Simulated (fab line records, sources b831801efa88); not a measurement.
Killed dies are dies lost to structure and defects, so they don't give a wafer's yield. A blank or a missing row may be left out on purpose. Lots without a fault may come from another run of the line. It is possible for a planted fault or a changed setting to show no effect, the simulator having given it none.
fab line records    flow gf180mcu
record: lots: 14  wafers: 42  lastDay: 34
route steps=602 shown V3@431
lots untouched by any fault: they come from a run of this same line in which no faults occurred
startH: hours from the record's first day to the start of the lot's first wafer shown    waitH: time in hours since the lot's previous step    " unchanged from the row above    L1.1+2: several wafers, shown together as one row    - no value, or no start given    * or withheld: withheld    < > ~ a bound
route shown NAME@n: names a module that has steps shown in the file, with the first one's number in the route    usual: mean and standard deviation over wafers with no fault    same: alike in all rows    chamber/n: place in a boat    sites: the reading at each site    _std_site: standard deviation of those values    _edge_site: mean of outer sites minus mean of inner sites    radiusMm: for every site, how far away it sits from the centre of the wafer    mask NAME#n: copy n    behind: the last tool/chamber to shape the wafer    hold: the reason the lot was held/the length of the hold in hours/how it ended    device: names the non-switching transistor (n, p or np)    end of line: at the end of the route, the tests of the same wafers    a step without rows: its recipe alone    killed: dies that structure and defects cost at the first sort, which is not the same as the wafer's yield    map: the dies of a wafer, with x for killed, . for not killed, _ for no die there
set.NAME: the setting that was run; set.NAME@STEP: the one run at that earlier step    model.NAME: the simulator's own value behind a step, which no gauge read
one table for each step of the route and one row for each wafer, over a sample of lots
services: when a tool's chamber went out of use (startH, in hours from the record's first day, below 0 if earlier), for how many hours, and the reason
== steps ==
step: GF_V3_CVD_02
recipe: material: SiO2  targetThkNm: 850  precursor: TEOS  tempC: 400  timeS: 94.851  rfW: 600
usual: heaterPowerW: 626/84
lot.wafer  tool      chamber  startH  waitH  heaterPowerW
L931.2     pecvd-02  1        490.47  0.0    546
L931.3     "         2        "       "      594
L931.5     "         2        "       "      652
L932.2     pecvd-03  2        501.12  0.0    624
L932.4     "         0        "       "      727
L932.6     "         2        "       "      629
L935.1     pecvd-04  1        533.91  0.1    668
L935.2     "         0        "       "      593
L935.4     "         2        "       "      591
L938.1     pecvd-04  2        557.48  0.1    661
L938.2     "         1        "       "      655
L938.5     "         0        "       "      566
L939.1     pecvd-03  2        565.05  0.1    701
L939.5     "         1        "       "      428
L939.6     "         2        "       "      544
L940.2     pecvd-04  0        573.30  0.0    516
L940.4     "         2        "       "      591
L940.6     "         1        "       "      683
L943.2     pecvd-02  2        598.34  0.0    648
L943.4     "         2        "       "      714
L943.5     "         1        "       "      522
L944.1     pecvd-04  1        607.29  0.1    740
L944.3     "         0        "       "      617
L944.5     "         2        "       "      780
L947.2     pecvd-04  1        635.95  0.0    714
L947.3     "         0        "       "      604
L947.5     "         2        "       "      626
L948.1     pecvd-03  1        638.00  0.1    535
L948.3     "         2        "       "      665
L948.6     "         0        "       "      696
L949.1     pecvd-02  2        645.57  0.1    705
L949.5     "         0        "       "      586
L949.6     "         2        "       "      571
L950.1     pecvd-03  2        652.70  0.1    636
L950.3     "         1        "       "      445
L950.6     "         0        "       "      577
L951.1     pecvd-02  0        653.12  0.1    673
L951.3     "         1        "       "      502
L951.6     "         1        "       "      553
L953.1     pecvd-04  0        666.91  0.1    510
L953.4     "         2        "       "      672
L953.6     "         0        "       "      578
step: GF_V3_CMP_04
recipe: material: SiO2  downForcePsi: 4  platenRpm: 60  padVelocityMS: 0.94248
usual: motorCurrentA: 11.7/1.5  timeToEndpointS: 80/5.9
lot.wafer  tool    chamber  startH  waitH  motorCurrentA  timeToEndpointS
L931.3     cmp-01  0        490.60  0.0    11.5           79
L931.2     "       3        "       "      11.7           72
L931.5     "       0        "       "      11.1           83
L932.4     cmp-01  3        501.35  0.1    11.5           86
L932.2     "       0        "       "      11.4           78
L932.6     "       2        "       "      10.9           86
L935.2     cmp-02  1        534.09  0.1    12.2           81
L935.1     "       2        "       "      13.6           85
L935.4     "       3        "       "      15.6           90
L938.1     cmp-01  2        557.66  0.1    10.7           87
L938.2     "       0        "       "      10.9           82
L938.5     "       2        "       "      10.8           84
L939.1     cmp-02  3        565.23  0.1    15.7           73
L939.6     "       2        "       "      14.4           71
L939.5     "       3        "       "      15.3           77
L940.2     cmp-01  3        577.06  3.7    12.1           70
L940.4     "       0        "       "      11.4           83
L940.6     "       3        "       "      12.1           69
L943.4     cmp-01  1        598.51  0.1    10.3           80
L943.2     "       2        "       "      11.4           76
L943.5     "       0        "       "      12.0           77
L944.3     cmp-02  2        607.47  0.1    13.5           81
L944.1     "       0        "       "      10.8           76
L944.5     "       2        "       "      13.2           85
L947.2     cmp-02  2        636.08  0.0    13.5           71
L947.3     "       0        "       "      11.6           71
L947.5     "       3        "       "      15.5           84
L948.3     cmp-01  0        638.13  0.0    11.3           69
L948.1     "       1        "       "      10.0           73
L948.6     "       1        "       "      10.2           77
L949.1     cmp-01  3        645.85  0.2    12.3           78
L949.6     "       0        "       "      11.8           88
L949.5     "       1        "       "      10.6           82
L950.3     cmp-02  1        652.87  0.1    11.8           72
L950.1     "       3        "       "      15.2           80
L950.6     "       0        "       "      11.6           83
L951.3     cmp-01  1        653.26  0.0    9.6            75
L951.1     "       0        "       "      11.6           85
L951.6     "       2        "       "      11.4           87
L953.4     cmp-02  2        667.09  0.1    13.9           92
L953.1     "       3        "       "      15.6           83
L953.6     "       2        "       "      13.4           89
step: GF_V3_DEVELOP_13
recipe: developTimeS: 60  resist: KrF  devTempC: 21
usual: chillPlateTempC: 23.00/0.11  developTimeS: 60/0
lot.wafer  tool           chamber  startH  waitH  chillPlateTempC  developTimeS
L931.2     lithoTrack-02  0        513.92  0.2    23.00            60
L931.3     "              0        "       "      23.01            60
L931.5     "              0        "       "      23.00            60
L932.2     lithoTrack-02  0        524.32  0.2    23.17            60
L932.4     "              0        "       "      23.21            60
L932.6     "              0        "       "      23.13            60
L935.1     lithoTrack-03  0        556.61  0.2    22.82            60
L935.2     "              0        "       "      22.93            60
L935.4     "              0        "       "      23.06            60
L938.1     lithoTrack-01  0        579.80  0.2    22.93            60
L938.2     "              0        "       "      22.80            60
L938.5     "              0        "       "      22.99            60
L939.1     lithoTrack-01  -        586.15  0.2    -                -
L939.5     "              -        "       "      -                -
L939.6     "              -        "       "      -                -
L940.2     lithoTrack-02  -        598.17  0.2    -                -
L940.4     "              -        "       "      -                -
L940.6     "              -        "       "      -                -
L943.2     lithoTrack-01  0        619.42  0.2    22.94            60
L943.4     "              0        "       "      23.07            60
L943.5     "              0        "       "      23.10            60
L944.1     lithoTrack-01  0        628.35  0.2    22.96            60
L944.3     "              0        "       "      23.13            60
L944.5     "              0        "       "      23.10            60
L947.2     lithoTrack-01  0        656.62  0.2    23.06            60
L947.3     "              0        "       "      23.06            60
L947.5     "              0        "       "      23.08            60
L948.1     lithoTrack-03  0        658.31  0.2    23.05            60
L948.3     "              0        "       "      23.03            60
L948.6     "              0        "       "      23.15            60
L949.1     lithoTrack-01  0        665.05  0.2    22.85            60
L949.5     "              0        "       "      23.05            60
L949.6     "              0        "       "      22.87            60
L950.1     lithoTrack-02  0        672.14  0.2    22.81            60
L950.3     "              0        "       "      23.09            60
L950.6     "              0        "       "      22.83            60
L951.1     lithoTrack-02  0        672.49  0.2    23.20            60
L951.3     "              0        "       "      23.24            60
L951.6     "              0        "       "      23.04            60
L953.1     lithoTrack-02  0        686.19  0.2    22.92            60
L953.4     "              0        "       "      22.89            60
L953.6     "              0        "       "      23.06            60
step: GF_V3_ETCH_16
recipe: chemistry: N2/H2  targetDepthA: withheld  overetchA: withheld  timeS: withheld  target: BARC  ionEnergyEv: 200  sourceW: 500  biasW: 100  pressureMtorr: 30  n2FlowSccm: 100  h2FlowSccm: 200
usual: biasW: 100.0/0.33  drypumpMotorCurrentA: 5.5/0.42  h2FlowSccm: 200.0/0.61  oesProductAu: 0.856/0.0048  throttleValvePct: 13.226/0.0095
lot.wafer  tool        chamber  startH  waitH  biasW  drypumpMotorCurrentA  h2FlowSccm  oesProductAu  throttleValvePct
L931.2     rieDiel-02  0        514.20  0.0    100.4  4.8                   200.5       0.857         13.236
L931.3     "           2        "       "      100.2  5.3                   200.9       0.849         13.228
L931.5     "           3        "       "      100.3  6.1                   199.8       0.847         13.229
L932.2     rieDiel-02  2        524.60  0.0    100.7  5.3                   200.8       0.851         13.214
L932.4     "           3        "       "      99.9   6.1                   200.7       0.852         13.216
L932.6     "           2        "       "      99.9   5.3                   199.5       0.852         13.234
L935.1     rieDiel-01  3        556.92  0.0    100.5  5.8                   200.6       0.857         13.220
L935.2     "           0        "       "      99.7   6.2                   200.5       0.852         13.232
L935.4     "           2        "       "      100.4  5.4                   199.8       0.850         13.236
L938.1     rieDiel-02  2        580.14  0.0    99.8   5.2                   200.5       0.856         13.253
L938.2     "           1        "       "      99.9   5.3                   200.0       0.859         13.222
L938.5     "           0        "       "      99.3   4.8                   199.7       0.859         13.232
L939.1     rieDiel-01  1        586.45  0.0    99.7   5.4                   200.0       0.849         13.223
L939.5     "           1        "       "      99.7   5.4                   200.3       0.862         13.228
L939.6     "           2        "       "      99.4   5.4                   200.4       0.850         13.219
L940.2     rieDiel-02  3        598.45  0.0    100.2  6.0                   201.0       0.850         13.239
L940.4     "           1        "       "      100.0  5.4                   200.9       0.858         13.225
L940.6     "           2        "       "      100.0  5.3                   200.1       0.864         13.224
L943.2     rieDiel-02  2        619.70  0.0    100.2  5.3                   200.0       0.848         13.237
L943.4     "           1        "       "      99.7   5.4                   199.4       0.849         13.227
L943.5     "           2        "       "      100.1  5.3                   200.4       0.852         13.197
L944.1     rieDiel-02  0        628.65  0.0    100.0  4.8                   200.4       0.855         13.218
L944.3     "           3        "       "      99.1   6.0                   199.4       0.863         13.217
L944.5     "           2        "       "      100.4  5.3                   201.1       0.850         13.222
L947.2     rieDiel-02  0        656.90  0.0    99.6   4.8                   199.9       0.861         13.233
L947.3     "           1        "       "      100.2  5.4                   199.2       0.855         13.207
L947.5     "           0        "       "      100.1  4.8                   199.6       0.857         13.214
L948.1     rieDiel-02  1        658.62  0.0    99.6   5.4                   199.9       0.853         13.220
L948.3     "           3        "       "      99.7   6.0                   199.9       0.853         13.227
L948.6     "           1        "       "      99.3   5.4                   199.9       0.854         13.216
L949.1     rieDiel-01  3        665.35  0.0    100.6  5.8                   200.1       0.854         13.237
L949.5     "           1        "       "      100.2  5.4                   198.9       0.864         13.219
L949.6     "           2        "       "      100.4  5.4                   201.0       0.857         13.218
L950.1     rieDiel-04  2        672.45  0.0    100.0  6.2                   200.3       0.859         13.232
L950.3     "           1        "       "      100.5  5.7                   200.3       0.855         13.233
L950.6     "           3        "       "      99.9   5.3                   199.7       0.853         13.224
L951.1     rieDiel-01  0        672.80  0.0    100.3  6.2                   199.3       0.854         13.238
L951.3     "           2        "       "      99.8   5.4                   200.6       0.853         13.224
L951.6     "           1        "       "      99.7   5.5                   201.1       0.859         13.234
L953.1     rieDiel-04  3        686.50  0.0    99.8   5.3                   198.9       0.863         13.199
L953.4     "           0        "       "      100.0  5.7                   199.6       0.863         13.237
L953.6     "           0        "       "      100.2  5.7                   199.9       0.855         13.220
== services ==
tool        chamber  startH  hours  kind
rieDiel-01  2        480.80  22.5   repair
rieDiel-01  0        481.53  14.6   repair
cmp-02      -        486.76  4.5    pm
rieDiel-02  0        489.46  7.2    repair
cmp-01      -        509.55  8.2    pm
cmp-01      -        550.38  5.1    repair
cmp-02      -        561.07  4.1    repair
pecvd-04    -        565.38  0.9    repair
cmp-01      -        572.16  4.0    pm
cmp-01      -        576.16  -      consumableReplace:conditioner
cmp-01      -        576.16  -      consumableReplace:pad
cmp-02      -        578.56  0.9    repair
cmp-01      -        588.67  0.7    repair
cmp-02      -        590.41  0.7    repair
pecvd-04    -        591.15  14.0   pm
rieDiel-04  -        602.88  8.8    repair
rieDiel-01  1        632.09  8.3    repair
rieDiel-04  0        633.36  9.5    repair
pecvd-03    -        634.16  2.1    repair
rieDiel-01  3        637.11  8.6    repair
pecvd-04    0        638.28  8.8    repair
cmp-01      -        643.19  2.5    repair
pecvd-02    -        663.93  0.3    repair
rieDiel-01  3        679.61  13.6   repair
== key ==
firstSign: step: GF_V3_DEVELOP_13  reading: toolRecord  direction: missing
effect none on later readings
metAt GF_V3_DEVELOP_13
struckLots L939,L940
laterRowsLeftOut L939.1,L939.5,L939.6,L940.2,L940.4,L940.6
sortLeftOut L939.1,L939.5,L939.6,L940.2,L940.4,L940.6
notActingAt GF_V3_CVD_02,GF_V3_CMP_04,GF_V3_ETCH_16
onsetBetween 579.80 586.15
fault: kind: skippedStepWhole  tool: lithoTrack-01,lithoTrack-02  chamber: -  onsetH: 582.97  steps: GF_V3_DEVELOP_13  scope: struckLotsOnly
sortLeftOut: the simulated sort isn't trusted on such a fault, so these wafers' sort isn't shown, and their yield isn't known
laterRowsLeftOut: the simulator's readings of these wafers behind a module that went badly wrong aren't trusted and aren't shown, but for the sort
